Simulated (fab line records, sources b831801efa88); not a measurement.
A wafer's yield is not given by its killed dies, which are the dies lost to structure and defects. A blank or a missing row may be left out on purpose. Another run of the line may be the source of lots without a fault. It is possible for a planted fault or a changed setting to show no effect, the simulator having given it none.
Struck lot and sound lot, side by side -- flow gf180mcu -- 14 out of 602 route steps
Sound: the wafers L894.2, L894.5, L894.6. Struck: wafers L892.1, L892.3, L892.4. The cause comes at the end.
Each step with rows lists, per side, the tool, then ch with its chambers, then its first start. Under that, the readings that differ: sound wafers -- struck wafers -- difference of the means -- sigmas: that difference in standard deviations of wafers without a fault.
alike: same words and numbers on both sides, and readings whose means sit less than 2 such deviations apart. not compared: any withheld reading, any reading some wafer has no value for, any bound like >300 that may hide the same value, and any number with overlapping values for which the record gives no deviation.
A row with sigmas, a row that says differs or no value, or rows on one side alone: a step with any of these is where the two part. Numbers that don't overlap but have no deviation are shown without sigmas and don't part them. Lack of a reading on every wafer of one side parts them only where that side has two or more wafers.

first, 2 steps without rows for these wafers: GF_M1_CLEAN_19 (cleans in DIW); GF_V1_CVD_00 (deposits SiO2, target thk 600 nm, time 100 s).
GF_V1_THK_MEAS_01:
  sound on film metro-02 at day 22 12:13; struck on film metro-01 at day 21 20:23
  alike: V1_CVD_00_THK
GF_V1_CVD_02: deposits SiO2 from TEOS, target thk 850 nm, time 94.851 s.
  sound on pecvd-02 ch 0,2, day 22 12:16; struck on pecvd-03 ch 0,1,2, day 21 20:27
  alike: heater power w
GF_V1_THK_MEAS_03:
  sound on film metro-01 at day 22 12:20; struck on film metro-03 at day 21 20:31
  alike: V1_CVD_02_THK
GF_V1_CMP_04: polishes SiO2.
  sound on cmp-01 ch 0,1,2, day 22 12:32; struck on cmp-01 ch 0,1,2, day 21 20:34
  alike: edge zone pressure frac, motor current A, time to endpoint s
GF_V1_BOW_MEAS_05:
  sound on film metro-03 at day 22 12:43; struck on film metro-01 at day 21 20:52
  alike: V1_BOW
then, 5 steps without rows for these wafers: GF_V1_DEHYDRATE_06 (time 60 s); GF_V1_HMDS_07 (prime time 60 s); GF_V1_COAT_08; GF_V1_COAT_09 (resist thk 1000 nm); GF_V1_SOFTBAKE_10 (time 60 s).
GF_V1_EXPOSE_11: exposes mask Via1, target cd 260 nm.
  struck on krf scanner-02, day 22 08:56; sound on krf scanner-02 ch 0, day 23 00:32
  no value came back on the struck wafers for exposure dose mJ cm2, focus offset nm (nm), reticle temp C (C); on the sound wafers exposure dose mJ cm2 reads 37.93 37.95 37.94
  alike: mask
then, 1 step without rows for these wafers: GF_V1_PEB_12 (peb time 90 s).

## WHERE THEY PART
GF_V1_EXPOSE_11 only, going by this record.

WHY: the cause the simulator had injected
Step skipped in full: krf scanner-02, at GF_V1_EXPOSE_11, from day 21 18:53 onward. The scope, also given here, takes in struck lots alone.
